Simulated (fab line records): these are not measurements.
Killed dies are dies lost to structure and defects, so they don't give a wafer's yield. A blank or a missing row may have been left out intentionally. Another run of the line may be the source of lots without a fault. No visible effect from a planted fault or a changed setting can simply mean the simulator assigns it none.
A lot that was struck, set against a sound lot ; flow gf180mcu ; 28 steps out of a route of 602
Sound: wafers L156.1, L156.3, L156.4. Wafers struck: L163.3, L163.5, L163.6. The cause is given at the end.
Order at every step that has rows: each side's tool, ch and its chambers, its first start. Under that, the readings that differ: sound wafers ; struck wafers ; difference of the means ; sigmas: that difference in standard deviations of wafers without a fault.
alike: same words and numbers on both sides, and readings whose means sit less than 2 such deviations apart. not compared: any withheld reading, any reading some wafer has no value for, any bound like >300 that may hide the same value, and any number with overlapping values for which the record gives no deviation.
Wherever a step has rows on one side only, a row that says differs or no value, or a row with sigmas, the two part there. Non-overlapping numbers with no deviation appear without sigmas and do not part them. A reading missing from all wafers of one side parts the sides only when that side holds two or more wafers.

GF_V5_OVL_MEAS_15:
  sound: overlay-01 at day 27 18:59; struck: overlay-02 at day 30 04:17
  alike: V5_OVL
then, 2 steps without rows for these wafers: GF_V5_ETCH_16 (etches BARC in N2/H2); GF_V5_ETCH_17 (etches SiO2 in C4F8/O2/Ar, stops on TiN, target depth 855 nm).
GF_V5_STRIP_18: strips in O2/N2.
  sound on plasma-asher-04 ch 0,1, day 27 19:10; struck on plasma-asher-03 ch 0,1, day 30 04:30
  alike: drypump-motor-current-A, heater-power-w, oes-product-au
  not compared: rf-hours-counter-h
then, 2 steps without rows for these wafers: GF_V5_STRIP_19 (strips in post etch residue remover, time 1200 s); GF_V5_CLEAN_20 (cleans in DIW).
GF_V5_SPUTTER_21: material Ti, target thk 15 nm, time 80.02 s.
  sound: pvd-sputter-01 at day 27 19:43; struck: pvd-sputter-04 at day 30 05:00
  alike: cathode-dc-power-W, chamber-pressure-pa, throttle-valve-pct
then, 1 step without rows for these wafers: GF_V5_SPUTTER_22 (material TiN, target thk 10 nm, time 40 s).
GF_V5_CVD_23: deposits W, target thk 350 nm, time 104.9 s.
  sound on cvd-w-01 ch 0,1, day 27 19:49; struck on cvd-w-01 ch 0,1, day 30 05:08
  alike: heater-power-w
GF_V5_RS_MEAS_24: uses a four-point probe to measure.
  sound: film-metro-04 at day 27 19:55; struck: film-metro-04 at day 30 05:15
  alike: V5_W_RS
GF_V5_THK_MEAS_25: measures by xrf.
  sound: film-metro-04 at day 27 20:02; struck: film-metro-04 at day 30 05:21
  alike: V5_W_THK
then, 1 step without rows for these wafers: GF_V5_CMP_26 (polishes, stops on SiO2, t overpolish 15 s, target thk 0 nm).
GF_TOP_METAL_SPUTTER_00: material Ti, target thk 37.5 nm, time 150 s.
  sound: pvd-sputter-04 at day 27 20:24; struck: pvd-sputter-02 at day 30 05:41
  no value came back on the struck wafers for cathode-dc-power-W (W), chamber-pressure-pa (Pa), throttle-valve-pct (%); on the sound wafers cathode-dc-power-W (W) reads 3998.6 4000.5 4000.5
then, 3 steps without rows for these wafers: GF_TOP_METAL_SPUTTER_01 (material TiN, target thk 30 nm, time 25 s); GF_TOP_METAL_SPUTTER_02 (material AlCu, target thk 900 nm, time 47.82 s); GF_TOP_METAL_SPUTTER_03 (material Ti, target thk 5 nm, time 3.3 s).
GF_TOP_METAL_SPUTTER_04: material TiN, target thk 25 nm, time 20.8 s.
  sound: pvd-sputter-04 at day 27 20:35; struck: pvd-sputter-02 at day 30 05:53
  alike: cathode-dc-power-W, chamber-pressure-pa, throttle-valve-pct
then, 7 steps without rows for these wafers: GF_TOP_METAL_DEHYDRATE_07 (time 60 s); GF_TOP_METAL_HMDS_08 (prime time 60 s); GF_TOP_METAL_COAT_09 (resist thk 1500 nm); GF_TOP_METAL_SOFTBAKE_10 (time 60 s); GF_TOP_METAL_EXPOSE_11 (exposes mask MetalTop, target cd 440 nm); GF_TOP_METAL_PEB_12; GF_TOP_METAL_DEVELOP_13 (develop time 60 s).
GF_TOP_METAL_CD_MEAS_14: the cd target is 440 nm.
  sound: cd-sem-01 at day 28 15:03; struck: cd-sem-01 at day 30 23:43
  alike: cd-nm
GF_TOP_METAL_OVL_MEAS_15:
  sound: overlay-02 at day 28 15:10; struck: overlay-02 at day 30 23:49
  alike: TOP_METAL_OVL
GF_TOP_METAL_METAL_ETCH_16: etches the open film in Cl2/BCl3, stops on SiO2, target depth 1077.5 nm, time 179.6 s.
  sound on rie-metal-02 ch 0,1, day 28 15:13; struck on rie-metal-01 ch 0,1, day 30 23:54
reading;sound;struck;difference;sigmas
oes-product-au (a.u.);0.977 0.972 0.969;0.957 0.956 0.941;-0.021;-3
throttle-valve-pct (%);28.255 28.257 28.244;28.280 28.274 28.279;+0.026;+3
  alike: drypump-motor-current-A, rf-fwd-power-W
  not compared: rf-hours-counter-h
GF_TOP_METAL_STRIP_17: strips in O2/N2.
  sound on plasma-asher-02 ch 0,1, day 28 15:23; struck on plasma-asher-02 ch 0,1, day 31 00:03
  alike: drypump-motor-current-A, heater-power-w, oes-product-au, strip-time-to-endpoint-s
  not compared: rf-hours-counter-h

WHERE THEY PART
First at GF_TOP_METAL_SPUTTER_00; last, within this record, at GF_TOP_METAL_METAL_ETCH_16. Later steps at which nothing parts them and some readings are alike: GF_TOP_METAL_STRIP_17.

WHY: what had been put in by the simulator
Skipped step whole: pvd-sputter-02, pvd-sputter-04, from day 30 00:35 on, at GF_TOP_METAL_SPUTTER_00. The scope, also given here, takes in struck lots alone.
